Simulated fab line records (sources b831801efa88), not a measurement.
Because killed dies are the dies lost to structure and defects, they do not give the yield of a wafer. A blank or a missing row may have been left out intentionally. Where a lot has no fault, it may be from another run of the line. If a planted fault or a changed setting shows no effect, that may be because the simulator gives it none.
Code-filled problem report in 8D (eight disciplines) form / flow sky130 / the parts of the form that need people (team, actions taken, sign-off) are left out

## 1. WHAT WENT WRONG
At SKY_SD_P_CD_MEAS_07, cd_nm averages 362.1 nm over 6 wafers from 2 lots, while fault-free wafers read 379.7 nm, standard deviation 2.8. That is -6.3 standard deviations from the usual mean.
The step: target cd 380 nm.
First observed at day 26 10:17: wafer L833.1, on cd_sem-02. At this step, 39 wafers from 13 lots have a number in the record. The rule behind "out" and "out of limits": a value lying over 4 standard deviations away from the usual mean. The rest of the wafers with a number are treated as sound.

## 2. WHAT IT IS, AND WHAT IT ISN'T
question=which readings at this step | is=cd_nm | is not=-
question=which lots | is=L833, L834 | is not=L831, L832, L837, L843, L845, L846, L847, L848, L849, L850, L852
question=which wafers of those lots | is=all that have a number | is not=-
question=read on which gauges | is=cd_sem-02 | is not=cd_sem-01
question=when | is=from day 26 10:17 | is not=up to then (6 sound wafers); but 27 sound wafers of L837, L843, L845, L846, L847, L848, L849, L850, L852 came after

## 3. WHAT RULES OUT EACH SUSPECT
Counting: a tool stays on the suspect list if, at a process step up to the reading, it processed all lots that are out and no sound lot following the first of them.
- the gauge at SKY_SD_P_CD_MEAS_07: kept. All the wafers that are out were read on cd_sem-02, and no step on other tools shows them out.
- litho_track-04 at SKY_SD_P_DEVELOP_06 (develop time 60 s): ruled out as a lasting fault. Sound lots L849 ran on it after its first lot that is out, L833 (day 26 10:08).
Left after counting: cd_sem-02 at SKY_SD_P_CD_MEAS_07.

## 4. THE CAUSE (what the simulator had put in)
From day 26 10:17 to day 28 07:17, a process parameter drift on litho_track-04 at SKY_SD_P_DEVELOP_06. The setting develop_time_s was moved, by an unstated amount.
The count ruled it out by mistake, since the rule takes a fault to strike every lot its tool runs from the start of the fault on, and this one did not do so.

## 5. SEQUENCE OF EFFECTS, ordered by route
Each row: a reading whose mean over the struck wafers that have a number lies more than 3 standard deviations from the usual. Scope: only readings with a usual standard deviation given in the record; hours: median across lots of the time from each lot's start at the first step in this table that gives one to its start at this step; sigmas: change in usual standard deviations.
hours=0; step=SKY_SD_P_CD_MEAS_07; reading=cd_nm; usual=379.7 nm; on struck wafers=362.1; change=-17.6; sigmas=-6.3

## 6. WHAT WOULD HAVE CAUGHT IT SOONER
In this record the first reading out of limits at a measuring or inspecting step was taken at day 26 10:17, 0 hours after the fault began at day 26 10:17.
